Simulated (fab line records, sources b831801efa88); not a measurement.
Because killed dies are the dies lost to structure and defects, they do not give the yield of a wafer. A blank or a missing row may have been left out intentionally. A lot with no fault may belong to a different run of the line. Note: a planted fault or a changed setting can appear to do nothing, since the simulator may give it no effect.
Which of the tools did it? + flow gf180mcu + Sampling: 6 lots, 17 wafers, 3 of 602 route steps

== WHAT EACH GAUGE READ, for each wafer ==
GF_SAB_CD_MEAS_09 targets a cd of 420 nm.
| lot  | measured     | on       | cdNm (nm)         |
|------|--------------|----------|-------------------|
| L516 | day 15 08:13 | cdSem-02 | 417.0 417.8 420.0 |
| L519 | day 16 19:01 | cdSem-02 | 420.5 419.8 419.7 |
| L522 | day 17 16:30 | cdSem-02 | 417.6 416.9 417.8 |
| L525 | day 18 21:39 | cdSem-01 | 421.9 418.2 417.3 |
| L530 | day 20 14:59 | cdSem-02 | 421.4 422.7       |
| L536 | day 22 19:13 | cdSem-02 | 420.4 421.0 422.3 |

== WHAT TOOL EACH LOT RAN ON (gives the tool, then ch and the chambers of the sampled wafers, and finally the start) ==
| lot  | GF_STI_ETCH_14                 | GF_STI_STRIP_15                    |
|------|--------------------------------|------------------------------------|
| L516 | rieSi-02 ch 2,3, day 2 05:52   | plasmaAsher-01 ch 0,1, day 2 05:58 |
| L519 | rieSi-02 ch 1,2, day 2 22:22   | plasmaAsher-01 ch 1, day 2 22:26   |
| L522 | rieSi-01 ch 0,2,3, day 3 14:13 | plasmaAsher-02 ch 0,1, day 3 14:17 |
| L525 | rieSi-02 ch 0,1, day 4 04:58   | plasmaAsher-02 ch 0,1, day 4 05:04 |
| L530 | rieSi-01 ch 3, day 5 09:16     | plasmaAsher-01 ch 0,1, day 5 09:20 |
| L536 | rieSi-02 ch 0,2,3, day 6 14:17 | plasmaAsher-03 ch 0,1, day 6 14:21 |
- GF_STI_ETCH_14: etches Si in HBr/Cl2/O2, target depth 360 nm, time 102.9 s.
- GF_STI_STRIP_15: strips in O2/N2.

== THE ANSWER, worked out from the rows above alone ==
Rule: the usual values come from the lots themselves. The widest of any qualifying gaps counts: lots, ordered by their means at a reading, are off when they make up no more than a third of the lots, leave a main group of 4 or more, and stand apart from it by 3 or more times the standard deviation of that group's means. A main group whose means are all the same, to the digits that the tables above print for the reading, isn't used. Also off: a lot with no number at a reading for which 4 or more lots have one. Any other lot the step has rows for is counted as sound.
None of the lots is off at any reading shown; this tells nothing.

== WHAT HAD BEEN PUT IN BY THE SIMULATOR ==
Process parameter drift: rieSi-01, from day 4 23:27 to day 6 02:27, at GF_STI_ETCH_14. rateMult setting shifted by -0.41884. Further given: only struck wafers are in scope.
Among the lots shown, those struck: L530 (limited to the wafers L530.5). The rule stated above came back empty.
